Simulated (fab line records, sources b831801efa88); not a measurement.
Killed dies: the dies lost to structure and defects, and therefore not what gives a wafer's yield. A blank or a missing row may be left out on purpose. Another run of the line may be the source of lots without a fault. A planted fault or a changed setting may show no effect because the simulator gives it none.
Struck lot and sound lot, side by side	flow sfq line	14 out of 325 route steps
Sound: the wafers L910.1, L910.3, L910.6. Struck: wafers L904.2, L904.4, L904.5. The cause comes at the end.
Each step with rows lists, per side, the tool, then ch with its chambers, then its first start. Under that, the readings that differ: sound wafers	struck wafers	difference of the means	sigmas: that difference in standard deviations of wafers without a fault.
alike: words and numbers the same on both sides, and readings whose means are apart by under 2 such deviations; not compared: readings that were withheld, readings missing a value for some wafer, numbers with overlapping values and no deviation given by the record, and bounds like >300 which may hide the same value.
The two part at a step that has a row with sigmas, a row that says differs or no value, or rows on one side only. When numbers do not overlap yet have no deviation, they are printed without sigmas and do not part them. Lack of a reading on every wafer of one side parts them only where that side has two or more wafers.

SFQ_INCOMING_BOW_MEAS_900:
  sound on film metro-04, day 5 14:00; struck on film metro-04, day 4 08:01
  alike: INCOMING_BOW
then, 1 step without rows for these wafers: SFQ_TRILAYER_INCOMING_OXIDATION_002 (target thk 500 nm, ox time 4939 s).
SFQ_TRILAYER_L0_DEP_SPUTTER_003: material MoNx KI, target thk 40 nm, time 100 s.
  sound on pvd sputter-05, day 5 16:29; struck on pvd sputter-04, day 4 10:44
  alike: throttle valve pct
SFQ_L0_RS_MEAS_901: measures by four-point-probe.
  sound on film metro-02, day 5 16:34; struck on film metro-02, day 4 10:49
reading	sound	struck	difference	sigmas
L0_MONX_KI_RS (ohm/sq)	43.3 42.9 42.9	21.9 22.4 21.9	-21.0	-35
SFQ_L0_THK_MEAS_902: measures by xrf.
  sound on film metro-02, day 5 16:41; struck on film metro-02, day 4 10:56
reading	sound	struck	difference	sigmas
L0_MONX_KI_THK (nm)	41.5 41.7 41.7	82.7 80.4 81.9	+40.0	+64
then, 6 steps without rows for these wafers: SFQ_TRILAYER_L0_LITHO_COAT_010 (resist thk 62 nm); SFQ_TRILAYER_L0_LITHO_COAT_005 (resist thk 600 nm); SFQ_TRILAYER_L0_LITHO_SOFTBAKE_009; SFQ_TRILAYER_L0_LITHO_EXPOSE_006 (exposes mask L0, target cd 2000 nm); SFQ_TRILAYER_L0_LITHO_PEB_008 (peb time 60 s); SFQ_TRILAYER_L0_LITHO_DEVELOP_007 (time 60 s).
-- the record jumps here: 3 days lie between the struck wafers' starts before and after --
SFQ_TRILAYER_L0_BARC_OPEN_METAL_ETCH_010: etches BARC in O2, target depth 125 nm, time 41.7 s.
  sound on rie metal-03 ch 1, day 8 07:33; struck on rie metal-03 ch 0,1, day 6 23:36
  alike: drypump motor current A, oes product au
  not compared: rf hours counter h
SFQ_TRILAYER_L0_ETCH_METAL_ETCH_008: etches MoNx KI in SF6/O2, stops on SiO2, target depth 50 nm, time 25 s.
  sound on rie metal-03 ch 1, day 8 07:40; struck on rie metal-03 ch 0,1, day 6 23:40
reading	sound	struck	difference	sigmas
oes product au (a.u.)	0.878 0.875 0.876	0.997 1.006 0.994	+0.123	+16
model.L0.feature depth nm (nm)	40.12 40.58 40.49	49.41 50.13 49.52	+9.29	
model.etch.depth nm (nm)	40.12 40.58 40.49	49.41 50.13 49.52	+9.29	
  alike: drypump motor current A
  not compared: rf hours counter h
SFQ_TRILAYER_L0_STRIP_STRIP_009: strips in O2.
  sound on rie metal-03 ch 1, day 8 07:46; struck on rie metal-03 ch 0,1, day 6 23:42
  alike: drypump motor current A, oes product au
  not compared: rf hours counter h

== WHERE THEY PART ==
Earliest at SFQ_L0_RS_MEAS_901; latest, in this record, at SFQ_TRILAYER_L0_ETCH_METAL_ETCH_008. Later steps at which nothing parts them and some readings are alike: SFQ_TRILAYER_L0_STRIP_STRIP_009.

WHY: what had been put in by the simulator
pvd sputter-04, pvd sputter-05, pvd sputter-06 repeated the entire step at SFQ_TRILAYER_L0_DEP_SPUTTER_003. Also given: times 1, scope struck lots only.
